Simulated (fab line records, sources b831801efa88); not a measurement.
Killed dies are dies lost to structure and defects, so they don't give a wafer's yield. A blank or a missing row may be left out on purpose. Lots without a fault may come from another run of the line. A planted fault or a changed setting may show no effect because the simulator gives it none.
A struck lot beside a sound one | flow sky130 | 15 steps out of a route of 708
Sound: wafers L737.1, L737.2, L737.6. Struck: wafers L750.1, L750.3, L750.4. The cause comes at the end.
At each step with rows: each side's tool, then ch and its chambers, then its first start. Under that, the readings that differ: sound wafers | struck wafers | difference of the means | sigmas: that difference in standard deviations of wafers without a fault.
alike: readings whose means differ by less than 2 such deviations, and words and numbers that are the same on both sides. not compared: withheld readings, readings that some wafer has no value for, bounds like >300 that may hide the same value, and numbers for which the record gives no deviation and whose values overlap.
The two part at a step that has a row with sigmas, a row that says differs or no value, or rows on one side only. Numbers that don't overlap but have no deviation are shown without sigmas and don't part them. A reading that every wafer of one side lacks parts them only if that side has two wafers or more.

first, 4 steps without rows for these wafers: SKY_LDD_HVP_SOFTBAKE_03 (time 60 s); SKY_LDD_HVP_EXPOSE_04 (exposes mask HVPTM, target cd 700 nm); SKY_LDD_HVP_PEB_05; SKY_LDD_HVP_DEVELOP_06 (develop time 60 s).
SKY_LDD_HVP_OVL_MEAS_07:
  sound on overlay-02, day 21 19:04; struck on overlay-02, day 27 03:22
  alike: LDD_HVP_OVL
then, 1 step without rows for these wafers: SKY_LDD_HVP_IMPLANT_08.
SKY_LDD_HVP_STRIP_09: strips in O2/N2.
  sound on plasma_asher-03 ch 0,1, day 21 19:15; struck on plasma_asher-04 ch 0,1, day 27 03:33
  alike: drypump_motor_current_A, oes_product_au, strip_time_to_endpoint_s
  not compared: rf_hours_counter_h
SKY_LDD_HVP_TW_MEAS_10:
  sound on film_metro-01, day 21 19:21; struck on film_metro-01, day 27 03:39
  alike: LDD_HVP_TW
then, 4 steps without rows for these wafers: SKY_LDD_LDN_DEHYDRATE_00 (time 60 s); SKY_LDD_LDN_HMDS_01 (prime time 60 s); SKY_LDD_LDN_COAT_02 (resist thk 1140 nm); SKY_LDD_LDN_SOFTBAKE_03 (time 60 s).
SKY_LDD_LDN_EXPOSE_04: exposes mask LDNTM, target cd 700 nm.
  sound on iline_stepper-01 ch 0, day 22 11:38; struck on iline_stepper-01 ch 0, day 27 19:34
  reading | sound                   | struck                           | difference | sigmas
  mask    | LDNTM#0 LDNTM#0 LDNTM#0 | LDNTM_R1#0 LDNTM_R1#0 LDNTM_R1#0 | differs    |
then, 1 step without rows for these wafers: SKY_LDD_LDN_PEB_05.
-- the record jumps here: 22 days lie between the struck wafers' starts before and after (it left off in module LDD_LDN and takes up again in module PAD_OPEN, whose first step shown is number 708 of the route) --
SKY_PAD_OPEN_PROBE_99:
  the record has rows for the struck wafers here (prober-02, day 49 14:20) and none for the sound ones

WHERE THEY PART
First at SKY_LDD_LDN_EXPOSE_04; last, within this record, at SKY_PAD_OPEN_PROBE_99.

WHY: what the simulator had put in
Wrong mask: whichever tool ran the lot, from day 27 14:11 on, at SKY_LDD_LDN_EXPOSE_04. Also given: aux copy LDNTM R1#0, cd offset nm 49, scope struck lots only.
